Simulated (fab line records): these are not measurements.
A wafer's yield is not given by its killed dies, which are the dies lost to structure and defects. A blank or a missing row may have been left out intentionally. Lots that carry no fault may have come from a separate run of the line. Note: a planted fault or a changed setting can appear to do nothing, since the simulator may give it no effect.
Chamber matching / flow gf180mcu / rieDiel-04 running GF_V1_ETCH_16: 4 sister chambers
The step etches BARC in N2/H2. 4 wafers are shown with their chamber, then 7 later ones without.

WAFERS WITH THEIR CHAMBER
wafer=L081.4; chamber=2; throttleValvePct (%)=13.219
wafer=L087.3; chamber=1; throttleValvePct (%)=13.228
wafer=L088.2; chamber=0; throttleValvePct (%)=13.217
wafer=L088.4; chamber=3; throttleValvePct (%)=13.226

WAFERS MISSING THEIR CHAMBER
wafer=L088.6; throttleValvePct (%)=13.232
wafer=L092.1; throttleValvePct (%)=13.215
wafer=L092.3; throttleValvePct (%)=13.230
wafer=L092.6; throttleValvePct (%)=13.228
wafer=L096.1; throttleValvePct (%)=13.229
wafer=L096.3; throttleValvePct (%)=13.211
wafer=L096.4; throttleValvePct (%)=13.222

EACH ONE'S CHAMBER
wafer=L088.6; from the rows above=can't be placed: 1 or 3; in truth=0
wafer=L092.1; from the rows above=can't be placed: 0 or 2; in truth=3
wafer=L092.3; from the rows above=can't be placed: 1 or 3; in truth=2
wafer=L092.6; from the rows above=can't be placed: 1 or 3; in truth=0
wafer=L096.1; from the rows above=can't be placed: 1 or 3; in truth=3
wafer=L096.3; from the rows above=can't be placed: 0 or 2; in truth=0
wafer=L096.4; from the rows above=can't be placed: 2 or 3 or 0 or 1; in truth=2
Correctly placed: 0 of 7. Not placeable from these rows: 7 (in 3, the candidates include the true chamber). Number placed wrongly: 0.
How it was worked out, from the rows above alone: a wafer's distance from a chamber is the root of the sum, over the readings, of the square of ((its reading less the chamber's mean) divided by the reading's scatter). The wafer belongs to the nearest chamber; if the next one is less than 2 further off, it can't be placed. Each chamber's mean is taken over the wafers shown for it. The scatter: with one shown wafer a chamber, the root of the mean of the squares of how far each hidden wafer lies from its nearest shown one.
